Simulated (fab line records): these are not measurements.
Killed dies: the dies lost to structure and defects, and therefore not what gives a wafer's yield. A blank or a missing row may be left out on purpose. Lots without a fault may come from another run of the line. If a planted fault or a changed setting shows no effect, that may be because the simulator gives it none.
Which tool was responsible? :: flow sky130 :: 13 lots with 39 wafers sampled at 3 steps, on a route of 708 steps

## WHAT THE GAUGES READ, wafer by wafer
SKY_METAL4_OVL_MEAS_14.
lot: L700
measured: day 41 20:56
on: overlay-01
METAL4_OVL (nm): -4 -3 -4

lot: L701
measured: day 41 23:11
on: overlay-01
METAL4_OVL (nm): -2 3 5

lot: L702
measured: day 42 08:08
on: overlay-02
METAL4_OVL (nm): 4 8 -5

lot: L704
measured: day 43 09:34
on: overlay-01
METAL4_OVL (nm): 2 -2 3

lot: L705
measured: day 43 12:08
on: overlay-01
METAL4_OVL (nm): 6 4 4

lot: L706
measured: day 43 19:58
on: overlay-02
METAL4_OVL (nm): 6 2 -4

lot: L710
measured: day 44 19:54
on: overlay-02
METAL4_OVL (nm): -2 3 -4

lot: L709
measured: day 44 22:43
on: overlay-02
METAL4_OVL (nm): 3 0 3

lot: L708
measured: day 45 01:11
on: overlay-01
METAL4_OVL (nm): -8 -12 -4

lot: L716
measured: day 46 14:28
on: overlay-02
METAL4_OVL (nm): -1 10 8

lot: L718
measured: day 46 16:04
on: overlay-02
METAL4_OVL (nm): -9 -12 -7

lot: L721
measured: day 47 12:57
on: overlay-02
METAL4_OVL (nm): 2 6 9

lot: L722
measured: day 47 19:37
on: overlay-01
METAL4_OVL (nm): 3 6 11

SKY_VIA4_BOW_MEAS_03.
lot: L700
measured: day 41 22:31
on: film metro-03
VIA4_BOW (um): 74 80 86

lot: L701
measured: day 42 00:58
on: film metro-02
VIA4_BOW (um): 90 80 92

lot: L702
measured: day 42 09:38
on: film metro-02
VIA4_BOW (um): 77 89 84

lot: L704
measured: day 43 11:03
on: film metro-02
VIA4_BOW (um): 80 79 81

lot: L705
measured: day 43 13:38
on: film metro-02
VIA4_BOW (um): 90 82 83

lot: L706
measured: day 43 21:28
on: film metro-02
VIA4_BOW (um): 75 93 90

lot: L710
measured: day 44 21:47
on: film metro-02
VIA4_BOW (um): 83 83 85

lot: L709
measured: day 45 00:14
on: film metro-02
VIA4_BOW (um): 84 70 89

lot: L708
measured: day 45 02:43
on: film metro-03
VIA4_BOW (um): 86 76 69

lot: L716
measured: day 46 16:01
on: film metro-02
VIA4_BOW (um): 90 80 87

lot: L718
measured: day 46 17:33
on: film metro-03
VIA4_BOW (um): 70 73 71

lot: L721
measured: day 47 14:27
on: film metro-03
VIA4_BOW (um): 74 80 81

lot: L722
measured: day 47 21:19
on: film metro-02
VIA4_BOW (um): 98 87 87

## TOOL THAT RAN EACH LOT (tool first, then ch and the chambers of the sampled wafers, then the start)
lot: L700
SKY_LI_CONTACT_ETCH_14: rie diel-01 ch 1,2,3, day 29 08:55

lot: L701
SKY_LI_CONTACT_ETCH_14: rie diel-04 ch 0,2, day 29 11:46

lot: L702
SKY_LI_CONTACT_ETCH_14: rie diel-01 ch 1,2, day 29 22:16

lot: L704
SKY_LI_CONTACT_ETCH_14: rie diel-03 ch 1,2,3, day 31 05:22

lot: L705
SKY_LI_CONTACT_ETCH_14: rie diel-01 ch 0,3, day 31 07:13

lot: L706
SKY_LI_CONTACT_ETCH_14: rie diel-03 ch 0,2, day 31 17:04

lot: L710
SKY_LI_CONTACT_ETCH_14: rie diel-03 ch 0,1,3, day 32 22:19

lot: L709
SKY_LI_CONTACT_ETCH_14: rie diel-03 ch 0,1, day 33 01:13

lot: L708
SKY_LI_CONTACT_ETCH_14: rie diel-04 ch 0,1, day 33 01:34

lot: L716
SKY_LI_CONTACT_ETCH_14: rie diel-04 ch 0,1,3, day 34 21:52

lot: L718
SKY_LI_CONTACT_ETCH_14: rie diel-04 ch 0,2,3, day 35 06:01

lot: L721
SKY_LI_CONTACT_ETCH_14: rie diel-01 ch 0,2,3, day 36 06:35

lot: L722
SKY_LI_CONTACT_ETCH_14: rie diel-01 ch 0,1,2, day 36 13:28
- SKY_LI_CONTACT_ETCH_14: etches BARC in N2/H2, stops on SiO2, time 45.9 s, target depth 60 nm.

## WHAT THE TOOLS THEMSELVES READ (means of the sampled wafers that have a number; where no wafer has one, the mark that the record gives instead)
SKY_LI_CONTACT_ETCH_14.
lot: L700
tool: rie diel-01
drypump motor current A (A): 6.1
oes product au (a.u.): 0.857
throttle valve pct (%): 13.224

lot: L701
tool: rie diel-04
drypump motor current A (A): 6.0
oes product au (a.u.): 0.851
throttle valve pct (%): 13.225

lot: L702
tool: rie diel-01
drypump motor current A (A): 6.1
oes product au (a.u.): 0.859
throttle valve pct (%): 13.222

lot: L704
tool: rie diel-03
drypump motor current A (A): 5.6
oes product au (a.u.): 0.857
throttle valve pct (%): 13.222

lot: L705
tool: rie diel-01
drypump motor current A (A): 5.8
oes product au (a.u.): 0.853
throttle valve pct (%): 13.227

lot: L706
tool: rie diel-03
drypump motor current A (A): 5.6
oes product au (a.u.): 0.854
throttle valve pct (%): 13.222

lot: L710
tool: rie diel-03
drypump motor current A (A): 5.9
oes product au (a.u.): 0.852
throttle valve pct (%): 13.228

lot: L709
tool: rie diel-03
drypump motor current A (A): 5.5
oes product au (a.u.): 0.856
throttle valve pct (%): 13.220

lot: L708
tool: rie diel-04
drypump motor current A (A): 6.2
oes product au (a.u.): 0.853
throttle valve pct (%): 13.234

lot: L716
tool: rie diel-04
drypump motor current A (A): 5.8
oes product au (a.u.): 0.856
throttle valve pct (%): 13.224

lot: L718
tool: rie diel-04
drypump motor current A (A): 5.5
oes product au (a.u.): 0.856
throttle valve pct (%): 13.215

lot: L721
tool: rie diel-01
drypump motor current A (A): 6.0
oes product au (a.u.): 0.856
throttle valve pct (%): 13.222

lot: L722
tool: rie diel-01
drypump motor current A (A): 5.8
oes product au (a.u.): 0.856
throttle valve pct (%): 13.220

## THE ANSWER, worked out from the rows above alone
Rule: usual is defined by the lots themselves. Put in order of their means at a reading, lots are off if they are a third of the lots or fewer, leave a main group of 4 or more, and stand apart from it by a gap of 3 or more times the standard deviation of the main group's means; of several such gaps the widest counts. A main group is skipped when, at the precision printed for the reading in the tables above, its means are all equal. Also off: a lot with no number at a reading for which 4 or more lots have one. All remaining lots with rows at the step are treated as sound. After the gauges, taken in route order, come the tools' own readings; for these a lot's mean is taken, as printed above. At the first step where some lot is off, the reading lying furthest off is the one used; lots without a number count as furthest.
Nothing can be told from this: no lot is off at any reading shown.

## WHAT THE SIMULATOR HAD PUT IN
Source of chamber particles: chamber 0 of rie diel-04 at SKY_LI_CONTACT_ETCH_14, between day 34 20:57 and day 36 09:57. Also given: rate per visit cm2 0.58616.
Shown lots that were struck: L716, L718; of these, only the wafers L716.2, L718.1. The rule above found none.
